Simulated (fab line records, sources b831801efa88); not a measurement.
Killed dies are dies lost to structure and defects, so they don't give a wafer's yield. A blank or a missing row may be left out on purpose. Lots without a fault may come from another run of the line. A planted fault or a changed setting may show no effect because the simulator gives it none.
Chamber matching | flow sky130 | SKY_POLY_CUT_ETCH_10 on rie_diel-01: 4 sister chambers
The step etches BARC in N2/H2, stops on SiO2, time 45.9 s, target depth 60 nm. 8 wafers are shown with their chamber, then 9 later ones without.

WAFERS WITH THEIR CHAMBER
wafer  | chamber | drypump_motor_current_A (A) | chamber_pressure_mTorr (mTorr)
L078.4 | 3       | 5.8                         | 29.937
L078.6 | 2       | 5.7                         | 30.013
L085.2 | 2       | 5.7                         | 29.970
L085.3 | 3       | 5.8                         | 30.012
L085.4 | 0       | 6.6                         | 30.023
L086.1 | 0       | 6.5                         | 30.013
L086.2 | 1       | 6.4                         | 30.026
L086.5 | 1       | 6.4                         | 30.002

WAFERS WITHOUT THEIR CHAMBER
wafer  | drypump_motor_current_A (A) | chamber_pressure_mTorr (mTorr)
L087.1 | 6.6                         | 29.985
L087.2 | 5.8                         | 29.985
L087.3 | 6.3                         | 30.001
L089.2 | 5.8                         | 29.983
L089.3 | 6.6                         | 30.048
L089.6 | 6.6                         | 30.037
L091.1 | 5.8                         | 29.996
L091.3 | 5.7                         | 30.023
L091.5 | 6.6                         | 29.987

WHICH CHAMBER EACH WENT THROUGH
wafer  | from the rows above | in truth
L087.1 | 0                   | 0
L087.2 | 3                   | 3
L087.3 | 1                   | 1
L089.2 | 3                   | 3
L089.3 | 0                   | 0
L089.6 | 0                   | 0
L091.1 | 3                   | 3
L091.3 | 2                   | 2
L091.5 | 0                   | 0
Placed correctly: 9 of 9. Can't be placed from these rows: 0. Placed wrongly: 0.
How it was worked out, from the rows above alone: a wafer's distance from a chamber is the root of the sum, over the readings, of the square of ((its reading less the chamber's mean) divided by the reading's scatter). The wafer belongs to the nearest chamber; if the next one is less than 2 further off, it can't be placed. A chamber's mean is the mean of its shown wafers. The scatter: the root of (the sum of the squares of (reading less its chamber's mean) over the shown wafers, divided by (wafers less chambers)).
